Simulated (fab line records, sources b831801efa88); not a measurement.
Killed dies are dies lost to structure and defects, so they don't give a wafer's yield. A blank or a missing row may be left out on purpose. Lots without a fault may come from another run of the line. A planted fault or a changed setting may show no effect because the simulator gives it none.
A struck lot beside a sound one | flow sfq_line | 17 steps out of a route of 325
Sound: wafers L901.1, L901.4, L901.6. Struck: wafers L908.1, L908.2, L908.5. The cause comes at the end.
At each step with rows: each side's tool, then ch and its chambers, then its first start. Under that, the readings that differ: sound wafers | struck wafers | difference of the means | sigmas: that difference in standard deviations of wafers without a fault.
alike: readings whose means differ by less than 2 such deviations, and words and numbers that are the same on both sides. not compared: withheld readings, readings that some wafer has no value for, bounds like >300 that may hide the same value, and numbers for which the record gives no deviation and whose values overlap.
The two part at a step that has a row with sigmas, a row that says differs or no value, or rows on one side only. Numbers that don't overlap but have no deviation are shown without sigmas and don't part them. A reading that every wafer of one side lacks parts them only if that side has two wafers or more.

SFQ_TRILAYER_I0_VIA_BARC_OPEN_VIA_ETCH_046: etches BARC in O2, target depth 125 nm, time 41.7 s.
  sound on rie_diel-01 ch 0,2, day 21 15:25; struck on rie_diel-02 ch 1,2,3, day 25 06:34
  alike: drypump_motor_current_A, oes_product_au
  not compared: rf_hours_counter_h
SFQ_TRILAYER_I0_VIA_ETCH_VIA_ETCH_034: etches SiO2 in CHF3, stops on Nb, target depth 260 nm.
  sound on rie_diel-01 ch 0,2, day 21 15:27; struck on rie_diel-02 ch 1,2,3, day 25 06:36
  alike: drypump_motor_current_A, oes_product_au
SFQ_TRILAYER_I0_VIA_STRIP_STRIP_035: strips in O2.
  sound on rie_metal-03 ch 0,1, day 21 15:34; struck on rie_metal-03 ch 0,1, day 25 06:43
  alike: drypump_motor_current_A, oes_product_au
  not compared: rf_hours_counter_h
then, 2 steps without rows for these wafers: SFQ_TRILAYER_I0_VIA_STRIP_SOLV_CLEAN_036 (cleans in NMP, time 600 s); SFQ_TRILAYER_M1_DEP_PRE_CLEAN_038 (time 22.5 s).
SFQ_TRILAYER_M1_DEP_SPUTTER_037: material Nb, target thk 200 nm, time 133.3 s.
  sound on pvd_sputter-04, day 21 16:22; struck on pvd_sputter-06, day 25 07:32
  alike: cathode_dc_power_W, chamber_pressure_pa, throttle_valve_pct
SFQ_M1_RS_MEAS_909: measures by four-point-probe.
  sound on film_metro-03, day 21 16:28; struck on film_metro-01, day 25 07:37
  alike: M1_NB_RS
then, 4 steps without rows for these wafers: SFQ_TRILAYER_M1_LITHO_COAT_044 (resist thk 62 nm); SFQ_TRILAYER_M1_LITHO_COAT_039 (resist thk 600 nm); SFQ_TRILAYER_M1_LITHO_SOFTBAKE_043; SFQ_TRILAYER_M1_LITHO_EXPOSE_040 (exposes mask M1, target cd 500 nm).
-- the record jumps here: 6 days lie between the struck wafers' starts before and after --
SFQ_TRILAYER_M1_LITHO_PEB_042: peb time 60 s.
  sound on litho_track-04 ch 0, day 27 19:37; struck on litho_track-04 ch 0, day 31 07:38
then, 1 step without rows for these wafers: SFQ_TRILAYER_M1_LITHO_DEVELOP_041 (time 60 s).
SFQ_M1_OVL_MEAS_911:
  sound on overlay-02, day 27 19:55; struck on overlay-01, day 31 07:56
  alike: M1_OVL
SFQ_TRILAYER_M1_BARC_OPEN_METAL_ETCH_054: etches BARC in O2, target depth 125 nm, time 41.7 s.
  sound on rie_metal-04 ch 0,1, day 27 19:56; struck on rie_metal-04 ch 0,1, day 31 07:58
  reading             | sound           | struck          | difference | sigmas
  model.M1.cd_nm (nm) | 499 496.7 498.1 | 493.3 496 493.9 | -3.5       |
  alike: drypump_motor_current_A, oes_product_au
  not compared: rf_hours_counter_h
SFQ_TRILAYER_M1_ETCH_METAL_ETCH_042: etches Nb in Cl2/Ar, stops on SiO2, target depth 240 nm, time 120 s.
  sound on rie_metal-04 ch 0,1, day 27 20:00; struck on rie_metal-04 ch 0,1, day 31 08:02
  reading             | sound             | struck          | difference | sigmas
  model.M1.cd_nm (nm) | 499.8 497.7 498.5 | 496 497.4 494.2 | -3         |
  alike: drypump_motor_current_A, oes_product_au
  not compared: rf_hours_counter_h
SFQ_TRILAYER_M1_STRIP_STRIP_043: strips in O2.
  sound on rie_metal-04 ch 0,1, day 27 20:08; struck on rie_metal-04 ch 0,1, day 31 08:09
  alike: drypump_motor_current_A, oes_product_au
  not compared: rf_hours_counter_h

WHERE THEY PART
Nowhere in this record.

WHY: what the simulator had put in
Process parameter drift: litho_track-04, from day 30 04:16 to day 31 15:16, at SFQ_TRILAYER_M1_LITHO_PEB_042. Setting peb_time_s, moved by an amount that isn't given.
